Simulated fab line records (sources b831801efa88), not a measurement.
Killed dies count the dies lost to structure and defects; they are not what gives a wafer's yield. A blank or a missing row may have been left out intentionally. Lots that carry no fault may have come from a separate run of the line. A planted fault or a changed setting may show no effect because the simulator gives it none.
Which tool was responsible? / flow sky130 / 72 wafers from 24 lots sampled at 6 of the route's 708 steps

## WHAT THE GAUGES READ, wafer by wafer
The record lacks any reading of a measuring or inspecting step that a usual standard deviation could be used to judge.

## WHICH TOOL RAN EACH LOT (tool, then ch and the chambers of the sampled wafers, then the start)
lot=L074; SKY_METAL2_SPUTTER_03=pvd sputter-02, day 33 19:14; SKY_VIA2_CMP_02=cmp-01 ch 0,1, day 34 22:58; SKY_METAL3_SPUTTER_04=pvd sputter-01, day 36 03:13; SKY_METAL4_ETCH_17=rie diel-01 ch 0, day 41 13:51; SKY_VIA4_SPUTTER_17=pvd sputter-01, day 42 15:15; SKY_METAL5_SPUTTER_03=pvd sputter-04, day 42 16:02
lot=L075; SKY_METAL2_SPUTTER_03=pvd sputter-02, day 34 05:36; SKY_VIA2_CMP_02=cmp-01 ch 0,1,2, day 35 09:28; SKY_METAL3_SPUTTER_04=pvd sputter-01, day 36 14:53; SKY_METAL4_ETCH_17=rie diel-01 ch 0,1,2, day 42 00:32; SKY_VIA4_SPUTTER_17=pvd sputter-03, day 43 02:21; SKY_METAL5_SPUTTER_03=pvd sputter-04, day 43 03:17
lot=L076; SKY_METAL2_SPUTTER_03=pvd sputter-04, day 34 16:00; SKY_VIA2_CMP_02=cmp-01 ch 1,2, day 35 18:58; SKY_METAL3_SPUTTER_04=pvd sputter-03, day 36 22:29; SKY_METAL4_ETCH_17=rie diel-04 ch 0,1, day 42 06:06; SKY_VIA4_SPUTTER_17=pvd sputter-04, day 43 06:52; SKY_METAL5_SPUTTER_03=pvd sputter-01, day 43 07:56
lot=L077; SKY_METAL2_SPUTTER_03=pvd sputter-01, day 34 17:44; SKY_VIA2_CMP_02=cmp-02 ch 0,2,3, day 35 20:58; SKY_METAL3_SPUTTER_04=pvd sputter-03, day 37 01:10; SKY_METAL4_ETCH_17=rie diel-04 ch 0,1,3, day 42 09:18; SKY_VIA4_SPUTTER_17=pvd sputter-04, day 43 10:13; SKY_METAL5_SPUTTER_03=pvd sputter-01, day 43 11:08
lot=L078; SKY_METAL2_SPUTTER_03=pvd sputter-01, day 35 10:10; SKY_VIA2_CMP_02=cmp-02 ch 2,3, day 36 14:10; SKY_METAL3_SPUTTER_04=pvd sputter-01, day 37 18:01; SKY_METAL4_ETCH_17=rie diel-01 ch 1,2,3, day 42 23:26; SKY_VIA4_SPUTTER_17=pvd sputter-04, day 44 00:39; SKY_METAL5_SPUTTER_03=pvd sputter-01, day 44 01:28
lot=L079; SKY_METAL2_SPUTTER_03=pvd sputter-02, day 36 01:04; SKY_VIA2_CMP_02=cmp-01 ch 0,1,2, day 37 03:58; SKY_METAL3_SPUTTER_04=pvd sputter-02, day 38 08:02; SKY_METAL4_ETCH_17=rie diel-02 ch 1,3, day 43 11:53; SKY_VIA4_SPUTTER_17=pvd sputter-04, day 44 12:46; SKY_METAL5_SPUTTER_03=pvd sputter-04, day 44 13:33
lot=L081; SKY_METAL2_SPUTTER_03=pvd sputter-01, day 36 10:26; SKY_VIA2_CMP_02=cmp-02 ch 0,1,3, day 37 13:57; SKY_METAL3_SPUTTER_04=pvd sputter-01, day 38 17:29; SKY_METAL4_ETCH_17=rie diel-02 ch 0,2,3, day 43 20:14; SKY_VIA4_SPUTTER_17=pvd sputter-03, day 44 20:36; SKY_METAL5_SPUTTER_03=pvd sputter-02, day 44 21:23
lot=L080; SKY_METAL2_SPUTTER_03=pvd sputter-01, day 36 12:43; SKY_VIA2_CMP_02=cmp-01 ch 1,2,3, day 37 16:13; SKY_METAL3_SPUTTER_04=pvd sputter-01, day 38 19:15; SKY_METAL4_ETCH_17=rie diel-02 ch 1,2,3, day 43 23:12; SKY_VIA4_SPUTTER_17=pvd sputter-03, day 44 22:31; SKY_METAL5_SPUTTER_03=pvd sputter-02, day 44 23:19
lot=L082; SKY_METAL2_SPUTTER_03=pvd sputter-04, day 36 16:08; SKY_VIA2_CMP_02=cmp-02 ch 0,1,2, day 37 19:04; SKY_METAL3_SPUTTER_04=pvd sputter-02, day 38 21:50; SKY_METAL4_ETCH_17=rie diel-01 ch 1,2,3, day 44 02:21; SKY_VIA4_SPUTTER_17=pvd sputter-04, day 45 02:25; SKY_METAL5_SPUTTER_03=pvd sputter-02, day 45 03:12
lot=L083; SKY_METAL2_SPUTTER_03=pvd sputter-04, day 37 01:13; SKY_VIA2_CMP_02=cmp-02 ch 0,1, day 38 04:33; SKY_METAL3_SPUTTER_04=pvd sputter-03, day 39 07:35; SKY_METAL4_ETCH_17=rie diel-04 ch 1,2, day 44 11:57; SKY_VIA4_SPUTTER_17=pvd sputter-04, day 45 22:17; SKY_METAL5_SPUTTER_03=pvd sputter-02, day 45 23:04
lot=L085; SKY_METAL2_SPUTTER_03=pvd sputter-02, day 38 08:57; SKY_VIA2_CMP_02=cmp-02 ch 1,3, day 39 11:42; SKY_METAL3_SPUTTER_04=pvd sputter-03, day 40 14:18; SKY_METAL4_ETCH_17=rie diel-02 ch 1,2, day 45 13:26; SKY_VIA4_SPUTTER_17=pvd sputter-03, day 46 12:24; SKY_METAL5_SPUTTER_03=pvd sputter-01, day 46 13:11
lot=L086; SKY_METAL2_SPUTTER_03=pvd sputter-02, day 38 12:35; SKY_VIA2_CMP_02=cmp-01 ch 0,1,3, day 39 14:49; SKY_METAL3_SPUTTER_04=pvd sputter-03, day 40 17:10; SKY_METAL4_ETCH_17=rie diel-02 ch 1,2,3, day 45 16:20; SKY_VIA4_SPUTTER_17=pvd sputter-01, day 46 14:53; SKY_METAL5_SPUTTER_03=pvd sputter-01, day 46 15:40
lot=L084; SKY_METAL2_SPUTTER_03=pvd sputter-01, day 38 12:56; SKY_VIA2_CMP_02=cmp-02 ch 0,1,3, day 39 15:28; SKY_METAL3_SPUTTER_04=pvd sputter-02, day 40 17:48; SKY_METAL4_ETCH_17=rie diel-04 ch 1,2,3, day 45 16:51; SKY_VIA4_SPUTTER_17=pvd sputter-03, day 46 15:51; SKY_METAL5_SPUTTER_03=pvd sputter-04, day 46 16:39
lot=L087; SKY_METAL2_SPUTTER_03=pvd sputter-04, day 38 13:17; SKY_VIA2_CMP_02=cmp-01 ch 0,1,3, day 39 15:25; SKY_METAL3_SPUTTER_04=pvd sputter-02, day 40 18:32; SKY_METAL4_ETCH_17=rie diel-02 ch 0,2,3, day 45 17:32; SKY_VIA4_SPUTTER_17=pvd sputter-03, day 46 16:59; SKY_METAL5_SPUTTER_03=pvd sputter-01, day 46 17:47
lot=L088; SKY_METAL2_SPUTTER_03=pvd sputter-02, day 38 14:07; SKY_VIA2_CMP_02=cmp-02 ch 0,1,2, day 39 16:07; SKY_METAL3_SPUTTER_04=pvd sputter-01, day 40 18:59; SKY_METAL4_ETCH_17=rie diel-02 ch 0,1, day 45 18:17; SKY_VIA4_SPUTTER_17=pvd sputter-01, day 46 17:02; SKY_METAL5_SPUTTER_03=pvd sputter-02, day 46 17:50
lot=L089; SKY_METAL2_SPUTTER_03=pvd sputter-02, day 38 17:49; SKY_VIA2_CMP_02=cmp-02 ch 1,2,3, day 39 19:31; SKY_METAL3_SPUTTER_04=pvd sputter-02, day 40 23:00; SKY_METAL4_ETCH_17=rie diel-02 ch 0,1,2, day 45 19:57; SKY_VIA4_SPUTTER_17=pvd sputter-04, day 46 19:15; SKY_METAL5_SPUTTER_03=pvd sputter-02, day 46 20:38
lot=L090; SKY_METAL2_SPUTTER_03=pvd sputter-01, day 38 22:19; SKY_VIA2_CMP_02=cmp-02 ch 0,2,3, day 39 23:55; SKY_METAL3_SPUTTER_04=pvd sputter-01, day 41 02:13; SKY_METAL4_ETCH_17=rie diel-02 ch 0,3, day 46 00:36; SKY_VIA4_SPUTTER_17=pvd sputter-03, day 46 23:02; SKY_METAL5_SPUTTER_03=pvd sputter-04, day 46 23:56
lot=L091; SKY_METAL2_SPUTTER_03=pvd sputter-04, day 39 11:55; SKY_VIA2_CMP_02=cmp-02 ch 1,2, day 40 13:08; SKY_METAL3_SPUTTER_04=pvd sputter-03, day 41 14:58; SKY_METAL4_ETCH_17=rie diel-01 ch 1,3, day 46 16:05; SKY_VIA4_SPUTTER_17=pvd sputter-04, day 47 14:34; SKY_METAL5_SPUTTER_03=pvd sputter-02, day 47 15:24
lot=L092; SKY_METAL2_SPUTTER_03=pvd sputter-01, day 40 07:29; SKY_VIA2_CMP_02=cmp-02 ch 0,3, day 41 09:07; SKY_METAL3_SPUTTER_04=pvd sputter-02, day 42 10:20; SKY_METAL4_ETCH_17=rie diel-02 ch 0,1,3, day 47 03:01; SKY_VIA4_SPUTTER_17=pvd sputter-04, day 48 00:28; SKY_METAL5_SPUTTER_03=pvd sputter-01, day 48 01:16
lot=L093; SKY_METAL2_SPUTTER_03=pvd sputter-01, day 40 11:21; SKY_VIA2_CMP_02=cmp-02 ch 2,3, day 41 12:32; SKY_METAL3_SPUTTER_04=pvd sputter-03, day 42 13:14; SKY_METAL4_ETCH_17=rie diel-02 ch 0,3, day 47 05:41; SKY_VIA4_SPUTTER_17=pvd sputter-01, day 48 04:05; SKY_METAL5_SPUTTER_03=pvd sputter-04, day 48 05:02
lot=L094; SKY_METAL2_SPUTTER_03=pvd sputter-01, day 40 13:43; SKY_VIA2_CMP_02=cmp-02 ch 2,3, day 41 14:51; SKY_METAL3_SPUTTER_04=pvd sputter-03, day 42 16:13; SKY_METAL4_ETCH_17=rie diel-02 ch 1,3, day 47 07:46; SKY_VIA4_SPUTTER_17=pvd sputter-03, day 48 05:31; SKY_METAL5_SPUTTER_03=pvd sputter-01, day 48 06:18
lot=L095; SKY_METAL2_SPUTTER_03=pvd sputter-04, day 40 17:54; SKY_VIA2_CMP_02=cmp-02 ch 1,2,3, day 41 19:47; SKY_METAL3_SPUTTER_04=pvd sputter-03, day 42 21:42; SKY_METAL4_ETCH_17=rie diel-01 ch 0,1,2, day 47 12:23; SKY_VIA4_SPUTTER_17=pvd sputter-04, day 48 09:46; SKY_METAL5_SPUTTER_03=pvd sputter-02, day 48 10:33
lot=L096; SKY_METAL2_SPUTTER_03=pvd sputter-01, day 41 00:50; SKY_VIA2_CMP_02=cmp-02 ch 1,2,3, day 42 01:22; SKY_METAL3_SPUTTER_04=pvd sputter-02, day 43 03:41; SKY_METAL4_ETCH_17=rie diel-04 ch 1,2,3, day 47 18:29; SKY_VIA4_SPUTTER_17=pvd sputter-04, day 48 16:20; SKY_METAL5_SPUTTER_03=pvd sputter-02, day 48 17:08
lot=L097; SKY_METAL2_SPUTTER_03=pvd sputter-02, day 41 01:59; SKY_VIA2_CMP_02=cmp-01 ch 0,1,2, day 42 03:11; SKY_METAL3_SPUTTER_04=pvd sputter-02, day 43 04:04; SKY_METAL4_ETCH_17=rie diel-01 ch 0,2,3, day 47 19:15; SKY_VIA4_SPUTTER_17=pvd sputter-03, day 48 16:32; SKY_METAL5_SPUTTER_03=pvd sputter-01, day 48 17:21
- SKY_METAL2_SPUTTER_03: material Ti, target thk 5 nm, time 3.3 s.
- SKY_VIA2_CMP_02: polishes SiO2.
- SKY_METAL3_SPUTTER_04: material TiN, target thk 70 nm, time 58.3 s.
- SKY_METAL4_ETCH_17: etches SiO2 in C4F8/O2/Ar, stops on TiN, time 3.9 s, target depth 15 nm.
- SKY_VIA4_SPUTTER_17: material TiN, target thk 20 nm, time 80 s.
- SKY_METAL5_SPUTTER_03: material Ti, target thk 5 nm, time 3.3 s.

## WHAT THE TOOLS THEMSELVES READ (means of the sampled wafers that have a number; where no wafer has one, the mark that the record gives instead)
SKY_METAL2_SPUTTER_03.
lot=L074; tool=pvd sputter-02; throttle valve pct (%)=31.1
lot=L075; tool=pvd sputter-02; throttle valve pct (%)=31.1
lot=L076; tool=pvd sputter-04; throttle valve pct (%)=30.2
lot=L077; tool=pvd sputter-01; throttle valve pct (%)=30.7
lot=L078; tool=pvd sputter-01; throttle valve pct (%)=29.7
lot=L079; tool=pvd sputter-02; throttle valve pct (%)=30.6
lot=L081; tool=pvd sputter-01; throttle valve pct (%)=30.3
lot=L080; tool=pvd sputter-01; throttle valve pct (%)=30.6
lot=L082; tool=pvd sputter-04; throttle valve pct (%)=30.0
lot=L083; tool=pvd sputter-04; throttle valve pct (%)=30.1
lot=L085; tool=pvd sputter-02; throttle valve pct (%)=30.7
lot=L086; tool=pvd sputter-02; throttle valve pct (%)=30.3
lot=L084; tool=pvd sputter-01; throttle valve pct (%)=30.2
lot=L087; tool=pvd sputter-04; throttle valve pct (%)=29.8
lot=L088; tool=pvd sputter-02; throttle valve pct (%)=31.0
lot=L089; tool=pvd sputter-02; throttle valve pct (%)=30.2
lot=L090; tool=pvd sputter-01; throttle valve pct (%)=31.1
lot=L091; tool=pvd sputter-04; throttle valve pct (%)=29.8
lot=L092; tool=pvd sputter-01; throttle valve pct (%)=30.5
lot=L093; tool=pvd sputter-01; throttle valve pct (%)=30.4
lot=L094; tool=pvd sputter-01; throttle valve pct (%)=30.2
lot=L095; tool=pvd sputter-04; throttle valve pct (%)=30.9
lot=L096; tool=pvd sputter-01; throttle valve pct (%)=30.2
lot=L097; tool=pvd sputter-02; throttle valve pct (%)=30.7

SKY_VIA2_CMP_02.
lot=L074; tool=cmp-01; head pressure psi (psi)=4.008; motor current A (A)=11.6; slurry filter dp kPa (kPa)=13.55
lot=L075; tool=cmp-01; head pressure psi (psi)=3.994; motor current A (A)=12.3; slurry filter dp kPa (kPa)=13.60
lot=L076; tool=cmp-01; head pressure psi (psi)=4.001; motor current A (A)=12.5; slurry filter dp kPa (kPa)=13.61
lot=L077; tool=cmp-02; head pressure psi (psi)=3.995; motor current A (A)=12.2; slurry filter dp kPa (kPa)=13.55
lot=L078; tool=cmp-02; head pressure psi (psi)=4.000; motor current A (A)=13.3; slurry filter dp kPa (kPa)=13.39
lot=L079; tool=cmp-01; head pressure psi (psi)=3.999; motor current A (A)=12.5; slurry filter dp kPa (kPa)=13.61
lot=L081; tool=cmp-02; head pressure psi (psi)=4.000; motor current A (A)=11.5; slurry filter dp kPa (kPa)=13.54
lot=L080; tool=cmp-01; head pressure psi (psi)=4.005; motor current A (A)=12.4; slurry filter dp kPa (kPa)=13.49
lot=L082; tool=cmp-02; head pressure psi (psi)=4.006; motor current A (A)=11.3; slurry filter dp kPa (kPa)=13.55
lot=L083; tool=cmp-02; head pressure psi (psi)=3.994; motor current A (A)=11.4; slurry filter dp kPa (kPa)=13.42
lot=L085; tool=cmp-02; head pressure psi (psi)=4.007; motor current A (A)=12.8; slurry filter dp kPa (kPa)=13.52
lot=L086; tool=cmp-01; head pressure psi (psi)=4.000; motor current A (A)=11.8; slurry filter dp kPa (kPa)=13.57
lot=L084; tool=cmp-02; head pressure psi (psi)=4.006; motor current A (A)=12.0; slurry filter dp kPa (kPa)=13.43
lot=L087; tool=cmp-01; head pressure psi (psi)=3.995; motor current A (A)=11.8; slurry filter dp kPa (kPa)=13.40
lot=L088; tool=cmp-02; head pressure psi (psi)=4.005; motor current A (A)=11.1; slurry filter dp kPa (kPa)=13.54
lot=L089; tool=cmp-02; head pressure psi (psi)=3.999; motor current A (A)=12.2; slurry filter dp kPa (kPa)=13.44
lot=L090; tool=cmp-02; head pressure psi (psi)=3.996; motor current A (A)=12.0; slurry filter dp kPa (kPa)=13.44
lot=L091; tool=cmp-02; head pressure psi (psi)=4.005; motor current A (A)=12.0; slurry filter dp kPa (kPa)=13.49
lot=L092; tool=cmp-02; head pressure psi (psi)=4.003; motor current A (A)=12.0; slurry filter dp kPa (kPa)=13.55
lot=L093; tool=cmp-02; head pressure psi (psi)=3.999; motor current A (A)=12.5; slurry filter dp kPa (kPa)=13.45
lot=L094; tool=cmp-02; head pressure psi (psi)=3.995; motor current A (A)=12.7; slurry filter dp kPa (kPa)=13.55
lot=L095; tool=cmp-02; head pressure psi (psi)=4.005; motor current A (A)=12.5; slurry filter dp kPa (kPa)=13.40
lot=L096; tool=cmp-02; head pressure psi (psi)=3.998; motor current A (A)=12.5; slurry filter dp kPa (kPa)=13.60
lot=L097; tool=cmp-01; head pressure psi (psi)=4.000; motor current A (A)=12.0; slurry filter dp kPa (kPa)=13.45

SKY_METAL3_SPUTTER_04.
lot=L074; tool=pvd sputter-01; throttle valve pct (%)=30.2
lot=L075; tool=pvd sputter-01; throttle valve pct (%)=30.8
lot=L076; tool=pvd sputter-03; throttle valve pct (%)=30.2
lot=L077; tool=pvd sputter-03; throttle valve pct (%)=30.5
lot=L078; tool=pvd sputter-01; throttle valve pct (%)=30.3
lot=L079; tool=pvd sputter-02; throttle valve pct (%)=30.4
lot=L081; tool=pvd sputter-01; throttle valve pct (%)=30.4
lot=L080; tool=pvd sputter-01; throttle valve pct (%)=30.1
lot=L082; tool=pvd sputter-02; throttle valve pct (%)=30.0
lot=L083; tool=pvd sputter-03; throttle valve pct (%)=30.5
lot=L085; tool=pvd sputter-03; throttle valve pct (%)=30.0
lot=L086; tool=pvd sputter-03; throttle valve pct (%)=30.6
lot=L084; tool=pvd sputter-02; throttle valve pct (%)=31.0
lot=L087; tool=pvd sputter-02; throttle valve pct (%)=30.9
lot=L088; tool=pvd sputter-01; throttle valve pct (%)=30.5
lot=L089; tool=pvd sputter-02; throttle valve pct (%)=30.5
lot=L090; tool=pvd sputter-01; throttle valve pct (%)=30.3
lot=L091; tool=pvd sputter-03; throttle valve pct (%)=30.3
lot=L092; tool=pvd sputter-02; throttle valve pct (%)=30.9
lot=L093; tool=pvd sputter-03; throttle valve pct (%)=30.2
lot=L094; tool=pvd sputter-03; throttle valve pct (%)=30.1
lot=L095; tool=pvd sputter-03; throttle valve pct (%)=30.1
lot=L096; tool=pvd sputter-02; throttle valve pct (%)=30.5
lot=L097; tool=pvd sputter-02; throttle valve pct (%)=30.3

SKY_METAL4_ETCH_17.
lot=L074; tool=rie diel-01; oes product au (a.u.)=0.755
lot=L075; tool=rie diel-01; oes product au (a.u.)=0.748
lot=L076; tool=rie diel-04; oes product au (a.u.)=0.760
lot=L077; tool=rie diel-04; oes product au (a.u.)=0.754
lot=L078; tool=rie diel-01; oes product au (a.u.)=0.765
lot=L079; tool=rie diel-02; oes product au (a.u.)=0.753
lot=L081; tool=rie diel-02; oes product au (a.u.)=0.752
lot=L080; tool=rie diel-02; oes product au (a.u.)=0.753
lot=L082; tool=rie diel-01; oes product au (a.u.)=0.759
lot=L083; tool=rie diel-04; oes product au (a.u.)=0.757
lot=L085; tool=rie diel-02; oes product au (a.u.)=0.761
lot=L086; tool=rie diel-02; oes product au (a.u.)=0.755
lot=L084; tool=rie diel-04; oes product au (a.u.)=0.758
lot=L087; tool=rie diel-02; oes product au (a.u.)=0.758
lot=L088; tool=rie diel-02; oes product au (a.u.)=0.748
lot=L089; tool=rie diel-02; oes product au (a.u.)=0.753
lot=L090; tool=rie diel-02; oes product au (a.u.)=0.751
lot=L091; tool=rie diel-01; oes product au (a.u.)=0.756
lot=L092; tool=rie diel-02; oes product au (a.u.)=0.755
lot=L093; tool=rie diel-02; oes product au (a.u.)=0.761
lot=L094; tool=rie diel-02; oes product au (a.u.)=0.756
lot=L095; tool=rie diel-01; oes product au (a.u.)=0.748
lot=L096; tool=rie diel-04; oes product au (a.u.)=0.760
lot=L097; tool=rie diel-01; oes product au (a.u.)=0.753

SKY_VIA4_SPUTTER_17.
lot=L074; tool=pvd sputter-01; throttle valve pct (%)=30.5
lot=L075; tool=pvd sputter-03; throttle valve pct (%)=30.2
lot=L076; tool=pvd sputter-04; throttle valve pct (%)=30.9
lot=L077; tool=pvd sputter-04; throttle valve pct (%)=31.2
lot=L078; tool=pvd sputter-04; throttle valve pct (%)=30.9
lot=L079; tool=pvd sputter-04; throttle valve pct (%)=29.8
lot=L081; tool=pvd sputter-03; throttle valve pct (%)=30.8
lot=L080; tool=pvd sputter-03; throttle valve pct (%)=30.4
lot=L082; tool=pvd sputter-04; throttle valve pct (%)=29.7
lot=L083; tool=pvd sputter-04; throttle valve pct (%)=30.9
lot=L085; tool=pvd sputter-03; throttle valve pct (%)=29.7
lot=L086; tool=pvd sputter-01; throttle valve pct (%)=30.3
lot=L084; tool=pvd sputter-03; throttle valve pct (%)=29.9
lot=L087; tool=pvd sputter-03; throttle valve pct (%)=29.8
lot=L088; tool=pvd sputter-01; throttle valve pct (%)=30.1
lot=L089; tool=pvd sputter-04; throttle valve pct (%)=30.8
lot=L090; tool=pvd sputter-03; throttle valve pct (%)=29.7
lot=L091; tool=pvd sputter-04; throttle valve pct (%)=30.4
lot=L092; tool=pvd sputter-04; throttle valve pct (%)=31.1
lot=L093; tool=pvd sputter-01; throttle valve pct (%)=30.1
lot=L094; tool=pvd sputter-03; throttle valve pct (%)=29.7
lot=L095; tool=pvd sputter-04; throttle valve pct (%)=29.8
lot=L096; tool=pvd sputter-04; throttle valve pct (%)=29.9
lot=L097; tool=pvd sputter-03; throttle valve pct (%)=30.0

SKY_METAL5_SPUTTER_03.
lot=L074; tool=pvd sputter-04; throttle valve pct (%)=30.8
lot=L075; tool=pvd sputter-04; throttle valve pct (%)=30.0
lot=L076; tool=pvd sputter-01; throttle valve pct (%)=30.7
lot=L077; tool=pvd sputter-01; throttle valve pct (%)=30.2
lot=L078; tool=pvd sputter-01; throttle valve pct (%)=30.7
lot=L079; tool=pvd sputter-04; throttle valve pct (%)=30.3
lot=L081; tool=pvd sputter-02; throttle valve pct (%)=30.8
lot=L080; tool=pvd sputter-02; throttle valve pct (%)=30.4
lot=L082; tool=pvd sputter-02; throttle valve pct (%)=30.0
lot=L083; tool=pvd sputter-02; throttle valve pct (%)=30.6
lot=L085; tool=pvd sputter-01; throttle valve pct (%)=29.9
lot=L086; tool=pvd sputter-01; throttle valve pct (%)=30.3
lot=L084; tool=pvd sputter-04; throttle valve pct (%)=30.2
lot=L087; tool=pvd sputter-01; throttle valve pct (%)=30.1
lot=L088; tool=pvd sputter-02; throttle valve pct (%)=31.0
lot=L089; tool=pvd sputter-02; throttle valve pct (%)=30.7
lot=L090; tool=pvd sputter-04; throttle valve pct (%)=30.0
lot=L091; tool=pvd sputter-02; throttle valve pct (%)=30.9
lot=L092; tool=pvd sputter-01; throttle valve pct (%)=29.9
lot=L093; tool=pvd sputter-04; throttle valve pct (%)=31.2
lot=L094; tool=pvd sputter-01; throttle valve pct (%)=29.3
lot=L095; tool=pvd sputter-02; throttle valve pct (%)=31.1
lot=L096; tool=pvd sputter-02; throttle valve pct (%)=30.5
lot=L097; tool=pvd sputter-01; throttle valve pct (%)=30.5

## THE ANSWER, worked out from the rows above alone
Rule: the usual values come from the lots themselves. Put in order of their means at a reading, lots are off if they are a third of the lots or fewer, leave a main group of 4 or more, and stand apart from it by a gap of 3 or more times the standard deviation of the main group's means; of several such gaps the widest counts. A main group is skipped when, at the precision printed for the reading in the tables above, its means are all equal. Also off: a lot with no number at a reading for which 4 or more lots have one. All remaining lots with rows at the step are treated as sound. First the gauges in route order, then the tools' own readings, where a lot's mean is used as printed above. The first step at which some lot is off is used, and at that step the reading that is off furthest; a lot without a number counts as furthest.
None of the lots is off at any reading shown; this tells nothing.

## WHAT THE SIMULATOR HAD PUT IN
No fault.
